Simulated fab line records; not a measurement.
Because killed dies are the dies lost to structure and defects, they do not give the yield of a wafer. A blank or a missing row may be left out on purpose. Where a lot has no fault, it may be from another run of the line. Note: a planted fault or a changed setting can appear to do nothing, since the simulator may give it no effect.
2 desks, one fault -- flow gf180mcu -- each desk holds nothing but its own numbers, with what lay behind them at the end

== FOR THE TOOL OWNER'S DESK: hdpcvd-01 ==
The tool's own readings at GF_V1_CVD_00 (deposits SiO2, target thk 600 nm, time 100 s): means of the sampled wafers that have a number, for each lot that ran on this tool. Any lot whose mean is over 4 standard deviations away from the usual mean is out of limits and marked OUT; that distance is given in the brackets.
Columns: A = sih4 flow sccm at GF_V1_CVD_00, usual 60.00 sccm
lot,first seen here,A
L407,day 19 19:26,60.21
L414,day 22 04:25,30.01 (-99 or more) OUT
L417,day 23 04:38,29.79 (-99 or more) OUT
L425,day 25 06:11,60.16
Finding of this desk: L414, L417 out of limits; the first was L414 at day 22 04:25, on sih4 flow sccm at GF_V1_CVD_00. In limits: L407, L425.

== METROLOGY DESK ==
What the gauges read for every lot (on any tool): the sampled wafers with a number, averaged. Any lot whose mean is over 4 standard deviations away from the usual mean is out of limits and marked OUT; that distance is given in the brackets.
Columns: A = M1_ALCU_THK at GF_M1_THK_MEAS_06, usual 455 nm; B = V1_CVD_00_THK at GF_V1_THK_MEAS_01, usual 597 nm; C = cd nm at GF_V1_CD_MEAS_14, usual 260.1 nm
lot,first seen here,A,B,C
L402,day 15 15:05,461,594,260.0
L404,day 17 13:10,450,599,259.2
L405,day 17 15:05,457,597,259.8
L406,day 18 05:40,448,595,259.0
L407,day 18 17:46,462,589,260.1
L409,day 18 23:44,462,601,259.4
L414,day 21 03:19,448,303 (-43) OUT,260.4
L417,day 22 04:49,456,309 (-42) OUT,260.8
L420,day 23 01:11,456,595,259.0
L422,day 23 11:52,457,597,260.4
L423,day 23 23:47,451,592,260.4
L425,day 24 07:31,458,611,260.3
This desk finds L414, L417 out of limits, with the earliest case on L414 at day 22 04:29 (V1_CVD_00_THK at GF_V1_THK_MEAS_01). In limits: L402, L404, L405, L406, L407, L409, L420, L422, L423, L425.

== BROUGHT TOGETHER ==
An alarm could have come from the tool owner's desk at day 22 04:25, on L414, L417.
On L414, L417, the metrology desk was in a position to raise an alarm at day 22 04:29.
The lots listed all ran GF_V1_CVD_00 on hdpcvd-01.

== WHAT WAS PUT IN BY THE SIMULATOR ==
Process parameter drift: hdpcvd-01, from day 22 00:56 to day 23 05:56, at GF_V1_CVD_00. From 60, the setting sih4 flow sccm moved by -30. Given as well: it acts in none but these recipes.
Lots struck among those shown: L414, L417.
Hours from the fault's start to each desk's first reading out of limits: the tool owner's desk, 3; the metrology desk, 4.
